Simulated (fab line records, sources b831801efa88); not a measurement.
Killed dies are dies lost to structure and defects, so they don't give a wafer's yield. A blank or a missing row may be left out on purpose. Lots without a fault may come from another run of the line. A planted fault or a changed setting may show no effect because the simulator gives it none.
Which tool did it? | flow gf180mcu | 6 lots, 18 wafers sampled, at 2 steps of a route of 602

WHAT THE GAUGES READ, wafer by wafer
GF_NWELL_TW_MEAS_11.
lot  | measured    | on            | NWELL_TW
L148 | day 3 12:28 | film_metro-01 | 1568 1574 1562
L151 | day 4 04:29 | film_metro-04 | 1563 1556 1554
L153 | day 4 19:11 | film_metro-04 | 1403 1399 1405
L164 | day 7 08:29 | film_metro-01 | 1572 1581 1583
L167 | day 7 20:28 | film_metro-01 | 1584 1576 1574
L170 | day 8 12:50 | film_metro-04 | 1579 1575 1587

WHICH TOOL RAN EACH LOT (tool, then ch and the chambers of the sampled wafers, then the start)
lot  | GF_NWELL_IMPLANT_08
L148 | implanter-04 ch 0, day 3 12:04
L151 | implanter-02 ch 0, day 4 04:05
L153 | implanter-02 ch 0, day 4 18:47
L164 | implanter-01 ch 0, day 7 08:05
L167 | implanter-04 ch 0, day 7 20:04
L170 | implanter-01 ch 0, day 8 12:26
- GF_NWELL_IMPLANT_08

THE ANSWER, worked out from the rows above alone
Rule: what is usual is taken from the lots themselves. Put in order of their means at a reading, lots are off if they are a third of the lots or fewer, leave a main group of 4 or more, and stand apart from it by a gap of 3 or more times the standard deviation of the main group's means; of several such gaps the widest counts. A main group whose means are all the same, to the digits that the tables above print for the reading, isn't used. A lot without any number at a reading at which 4 lots or more have one is off too. The other lots that the step has rows for count as sound.
Off: L153, at GF_NWELL_TW_MEAS_11 (NWELL_TW). The main group: mean 1573, standard deviation 8.6.
A tool fits if, at a process step before that reading, it ran every lot that is off, and no sound lot after the first of them. The gauges at GF_NWELL_TW_MEAS_11 are tried like those tools. One fits: implanter-02 at GF_NWELL_IMPLANT_08. Its last sound lot is L151 (day 4 04:05), its first lot that is off L153 (day 4 18:47): a fault that began between those two fits.

WHAT THE SIMULATOR HAD PUT IN
Process parameter drift: implanter-02, from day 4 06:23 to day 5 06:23, at GF_NWELL_IMPLANT_08. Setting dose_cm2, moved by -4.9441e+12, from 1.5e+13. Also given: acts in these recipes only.
Lots struck among those shown: L153. The rule above found the same.
